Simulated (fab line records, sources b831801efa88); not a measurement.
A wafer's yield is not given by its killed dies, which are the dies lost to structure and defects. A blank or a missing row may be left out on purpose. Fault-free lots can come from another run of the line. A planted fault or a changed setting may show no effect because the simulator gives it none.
Commonality check across tools || flow gf180mcu || 13 lots and 39 wafers in the sample

WHY THIS WAS OPENED
GF_POLY_GATE_THK_MEAS_01, reading POLY_GATE_CVD_00_THK: flagged on 1 of 13 lots. Fault-free wafers read 199.9 nm, with a standard deviation of 1.8.
Rule: a lot gets a flag if all its wafers with a number sit over 4 standard deviations from that mean, or if no wafer of it has a number. As for the other lots, they are considered sound.

{"lot": "L513", "measured": "day 8 21:57", "on": "filmMetro-01", "POLY_GATE_CVD_00_THK (nm), wafer by wafer": "201.0 200.4 199.6", "flag": ""}
{"lot": "L514", "measured": "day 9 07:59", "on": "filmMetro-03", "POLY_GATE_CVD_00_THK (nm), wafer by wafer": "200.0 201.4 198.8", "flag": ""}
{"lot": "L515", "measured": "day 9 09:19", "on": "filmMetro-02", "POLY_GATE_CVD_00_THK (nm), wafer by wafer": "201.7 202.3 201.6", "flag": ""}
{"lot": "L524", "measured": "day 11 18:38", "on": "filmMetro-01", "POLY_GATE_CVD_00_THK (nm), wafer by wafer": "274.1 273.3 271.5", "flag": "FLAGGED"}
{"lot": "L525", "measured": "day 12 00:14", "on": "filmMetro-03", "POLY_GATE_CVD_00_THK (nm), wafer by wafer": "199.1 199.3 201.5", "flag": ""}
{"lot": "L526", "measured": "day 12 05:34", "on": "filmMetro-03", "POLY_GATE_CVD_00_THK (nm), wafer by wafer": "197.2 197.1 197.6", "flag": ""}
{"lot": "L527", "measured": "day 12 11:34", "on": "filmMetro-03", "POLY_GATE_CVD_00_THK (nm), wafer by wafer": "199.2 199.4 198.4", "flag": ""}
{"lot": "L529", "measured": "day 13 01:56", "on": "filmMetro-02", "POLY_GATE_CVD_00_THK (nm), wafer by wafer": "197.1 196.6 198.6", "flag": ""}
{"lot": "L532", "measured": "day 14 00:39", "on": "filmMetro-03", "POLY_GATE_CVD_00_THK (nm), wafer by wafer": "196.8 196.4 197.1", "flag": ""}
{"lot": "L533", "measured": "day 14 07:23", "on": "filmMetro-03", "POLY_GATE_CVD_00_THK (nm), wafer by wafer": "202.3 199.9 200.9", "flag": ""}
{"lot": "L534", "measured": "day 14 17:24", "on": "filmMetro-02", "POLY_GATE_CVD_00_THK (nm), wafer by wafer": "200.9 198.5 199.4", "flag": ""}
{"lot": "L535", "measured": "day 14 20:13", "on": "filmMetro-01", "POLY_GATE_CVD_00_THK (nm), wafer by wafer": "200.1 200.2 199.9", "flag": ""}
{"lot": "L536", "measured": "day 15 03:55", "on": "filmMetro-01", "POLY_GATE_CVD_00_THK (nm), wafer by wafer": "201.8 200.4 201.8", "flag": ""}
On average the flagged lots' numbers are 273.0 nm, which is +73.1 nm against the usual, or +41 standard deviations.

EACH LOT AND THE TOOL IT RAN ON
The record holds 3 process steps before the reading, out of a route of 602 steps. Cell contents, in order: the tool; ch with the chambers the sampled wafers went through; the start.
{"lot": "L513", "flag": "", "GF_VT_IMPLANT_STRIP_42": "plasmaAsher-02 ch 0, day 8 00:40", "GF_VT_IMPLANT_RTA_45": "rtpAnneal-02 ch 0, day 8 00:53", "GF_POLY_GATE_CVD_00": "lpcvd-02 ch 1, day 8 20:37"}
{"lot": "L514", "flag": "", "GF_VT_IMPLANT_STRIP_42": "plasmaAsher-04 ch 0,1, day 8 10:07", "GF_VT_IMPLANT_RTA_45": "rtpAnneal-02 ch 0, day 8 10:21", "GF_POLY_GATE_CVD_00": "lpcvd-01 ch 1, day 9 06:38"}
{"lot": "L515", "flag": "", "GF_VT_IMPLANT_STRIP_42": "plasmaAsher-04 ch 0,1, day 8 10:16", "GF_VT_IMPLANT_RTA_45": "rtpAnneal-02 ch 0, day 8 10:29", "GF_POLY_GATE_CVD_00": "lpcvd-01 ch 0, day 9 07:58"}
{"lot": "L524", "flag": "FLAGGED", "GF_VT_IMPLANT_STRIP_42": "plasmaAsher-02 ch 1, day 10 14:29", "GF_VT_IMPLANT_RTA_45": "rtpAnneal-02 ch 0, day 10 14:45", "GF_POLY_GATE_CVD_00": "lpcvd-02 ch 0, day 11 16:38"}
{"lot": "L525", "flag": "", "GF_VT_IMPLANT_STRIP_42": "plasmaAsher-02 ch 0,1, day 10 21:04", "GF_VT_IMPLANT_RTA_45": "rtpAnneal-01 ch 0, day 10 21:17", "GF_POLY_GATE_CVD_00": "lpcvd-02 ch 1, day 11 22:13"}
{"lot": "L526", "flag": "", "GF_VT_IMPLANT_STRIP_42": "plasmaAsher-02 ch 0,1, day 11 05:13", "GF_VT_IMPLANT_RTA_45": "rtpAnneal-01 ch 0, day 11 05:26", "GF_POLY_GATE_CVD_00": "lpcvd-01 ch 0, day 12 04:14"}
{"lot": "L527", "flag": "", "GF_VT_IMPLANT_STRIP_42": "plasmaAsher-04 ch 0,1, day 11 10:08", "GF_VT_IMPLANT_RTA_45": "rtpAnneal-02 ch 0, day 11 10:21", "GF_POLY_GATE_CVD_00": "lpcvd-01 ch 0, day 12 10:14"}
{"lot": "L529", "flag": "", "GF_VT_IMPLANT_STRIP_42": "plasmaAsher-02 ch 0,1, day 12 00:53", "GF_VT_IMPLANT_RTA_45": "rtpAnneal-02 ch 0, day 12 01:06", "GF_POLY_GATE_CVD_00": "lpcvd-01 ch 0, day 13 00:37"}
{"lot": "L532", "flag": "", "GF_VT_IMPLANT_STRIP_42": "plasmaAsher-03 ch 0,1, day 12 22:08", "GF_VT_IMPLANT_RTA_45": "rtpAnneal-02 ch 0, day 12 22:21", "GF_POLY_GATE_CVD_00": "lpcvd-01 ch 1, day 13 23:19"}
{"lot": "L533", "flag": "", "GF_VT_IMPLANT_STRIP_42": "plasmaAsher-03 ch 0,1, day 13 02:08", "GF_VT_IMPLANT_RTA_45": "rtpAnneal-02 ch 0, day 13 02:21", "GF_POLY_GATE_CVD_00": "lpcvd-02 ch 0, day 14 06:02"}
{"lot": "L534", "flag": "", "GF_VT_IMPLANT_STRIP_42": "plasmaAsher-03 ch 0,1, day 13 15:05", "GF_VT_IMPLANT_RTA_45": "rtpAnneal-01 ch 0, day 13 15:21", "GF_POLY_GATE_CVD_00": "lpcvd-01 ch 0, day 14 16:04"}
{"lot": "L535", "flag": "", "GF_VT_IMPLANT_STRIP_42": "plasmaAsher-03 ch 0,1, day 13 16:11", "GF_VT_IMPLANT_RTA_45": "rtpAnneal-01 ch 0, day 13 16:25", "GF_POLY_GATE_CVD_00": "lpcvd-01 ch 0, day 14 18:52"}
{"lot": "L536", "flag": "", "GF_VT_IMPLANT_STRIP_42": "plasmaAsher-03 ch 0, day 13 23:58", "GF_VT_IMPLANT_RTA_45": "rtpAnneal-01 ch 0, day 14 00:14", "GF_POLY_GATE_CVD_00": "lpcvd-01 ch 1, day 15 02:34"}
These steps, and what they do:
- GF_VT_IMPLANT_STRIP_42: strips in O2/N2.
- GF_VT_IMPLANT_RTA_45: time 30 s.
- GF_POLY_GATE_CVD_00: deposits poly-Si, target thk 200 nm, time 1200 s.
- GF_POLY_GATE_THK_MEAS_01

FLAGGED AGAINST TOTAL, ONE TOOL AT A TIME (gauges that did the reading follow at the end)
{"step": "GF_VT_IMPLANT_STRIP_42", "tool": "plasmaAsher-02", "lots run": 5, "flagged": 1, "share of the flagged lots": "all", "sound lots run after its first flagged lot": "3 (L525,L526,L529)"}
{"step": "GF_VT_IMPLANT_STRIP_42", "tool": "plasmaAsher-03", "lots run": 5, "flagged": 0, "share of the flagged lots": "none", "sound lots run after its first flagged lot": "-"}
{"step": "GF_VT_IMPLANT_STRIP_42", "tool": "plasmaAsher-04", "lots run": 3, "flagged": 0, "share of the flagged lots": "none", "sound lots run after its first flagged lot": "-"}
{"step": "GF_VT_IMPLANT_RTA_45", "tool": "rtpAnneal-01", "lots run": 5, "flagged": 0, "share of the flagged lots": "none", "sound lots run after its first flagged lot": "-"}
{"step": "GF_VT_IMPLANT_RTA_45", "tool": "rtpAnneal-02", "lots run": 8, "flagged": 1, "share of the flagged lots": "all", "sound lots run after its first flagged lot": "4 (L527,L529,L532,L533)"}
{"step": "GF_POLY_GATE_CVD_00", "tool": "lpcvd-01", "lots run": 9, "flagged": 0, "share of the flagged lots": "none", "sound lots run after its first flagged lot": "-"}
{"step": "GF_POLY_GATE_CVD_00", "tool": "lpcvd-02", "lots run": 4, "flagged": 1, "share of the flagged lots": "all", "sound lots run after its first flagged lot": "2 (L525,L533)"}
{"step": "GF_POLY_GATE_THK_MEAS_01", "tool": "filmMetro-01", "lots run": 4, "flagged": 1, "share of the flagged lots": "all", "sound lots run after its first flagged lot": "2 (L535,L536)"}
{"step": "GF_POLY_GATE_THK_MEAS_01", "tool": "filmMetro-02", "lots run": 3, "flagged": 0, "share of the flagged lots": "none", "sound lots run after its first flagged lot": "-"}
{"step": "GF_POLY_GATE_THK_MEAS_01", "tool": "filmMetro-03", "lots run": 6, "flagged": 0, "share of the flagged lots": "none", "sound lots run after its first flagged lot": "-"}

WHAT THE TABLE PERMITS
4 rows of the table ran every flagged lot: plasmaAsher-02 at GF_VT_IMPLANT_STRIP_42, rtpAnneal-02 at GF_VT_IMPLANT_RTA_45, lpcvd-02 at GF_POLY_GATE_CVD_00, filmMetro-01 at GF_POLY_GATE_THK_MEAS_01.
- plasmaAsher-02 at GF_VT_IMPLANT_STRIP_42: 1 of its 5 lots flagged. Lots that were sound ran on it after the first flagged one (L525, L526, L529); a persistent fault on the entire tool would not allow that.
- rtpAnneal-02 at GF_VT_IMPLANT_RTA_45: 1 of its 8 lots flagged. Lots that were sound ran on it after the first flagged one (L527, L529, L532, L533); a persistent fault on the entire tool would not allow that.
- lpcvd-02 at GF_POLY_GATE_CVD_00: 1 of its 4 lots flagged. Lots that were sound ran on it after the first flagged one (L525, L533); a persistent fault on the entire tool would not allow that.
- filmMetro-01 at GF_POLY_GATE_THK_MEAS_01: 1 of its 4 lots flagged. Lots that were sound ran on it after the first flagged one (L535, L536); a persistent fault on the entire tool would not allow that.
None of the table's rows ran every flagged lot and, after the first, no sound lot.

WHAT THE SIMULATOR HAD PUT IN
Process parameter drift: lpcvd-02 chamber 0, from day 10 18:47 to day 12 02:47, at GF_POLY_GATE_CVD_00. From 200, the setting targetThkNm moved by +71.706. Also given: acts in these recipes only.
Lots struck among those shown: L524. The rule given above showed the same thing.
